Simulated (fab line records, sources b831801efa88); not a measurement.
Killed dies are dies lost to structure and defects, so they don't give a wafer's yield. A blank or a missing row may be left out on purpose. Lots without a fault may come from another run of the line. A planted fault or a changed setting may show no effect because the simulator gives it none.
Chamber matching | flow gf180mcu | GF_V2_CMP_26 on cmp-02: 4 sister chambers
The step polishes, stops on SiO2, t overpolish 15 s, target thk 0 nm. 8 wafers are shown with their chamber, then 7 later ones without.

WAFERS WITH THEIR CHAMBER
wafer  | chamber | motor_current_A (A) | time_to_endpoint_s (s)
L583.1 | 0       | 14.4                | 89
L585.1 | 1       | 11.3                | 93
L590.1 | 2       | 10.7                | 84
L590.2 | 0       | 14.3                | 91
L598.5 | 3       | 14.3                | 83
L598.6 | 2       | 11.0                | 82
L601.2 | 3       | 13.5                | 83
L601.3 | 1       | 11.8                | 88

WAFERS WITHOUT THEIR CHAMBER
wafer  | motor_current_A (A) | time_to_endpoint_s (s)
L601.6 | 14.4                | 89
L602.1 | 11.6                | 91
L602.2 | 13.9                | 86
L602.4 | 10.8                | 84
L605.1 | 12.0                | 89
L605.5 | 11.2                | 88
L605.6 | 10.9                | 78

WHICH CHAMBER EACH WENT THROUGH
wafer  | from the rows above     | in truth
L601.6 | 0                       | 0
L602.1 | 1                       | 1
L602.2 | can't be placed: 3 or 0 | 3
L602.4 | 2                       | 2
L605.1 | 1                       | 1
L605.5 | can't be placed: 1 or 2 | 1
L605.6 | 2                       | 2
Placed correctly: 5 of 7. Can't be placed from these rows: 2 (the true chamber is among the candidates in 2). Placed wrongly: 0.
How it was worked out, from the rows above alone: a wafer's distance from a chamber is the root of the sum, over the readings, of the square of ((its reading less the chamber's mean) divided by the reading's scatter). The wafer belongs to the nearest chamber; if the next one is less than 2 further off, it can't be placed. A chamber's mean is the mean of its shown wafers. The scatter: the root of (the sum of the squares of (reading less its chamber's mean) over the shown wafers, divided by (wafers less chambers)).
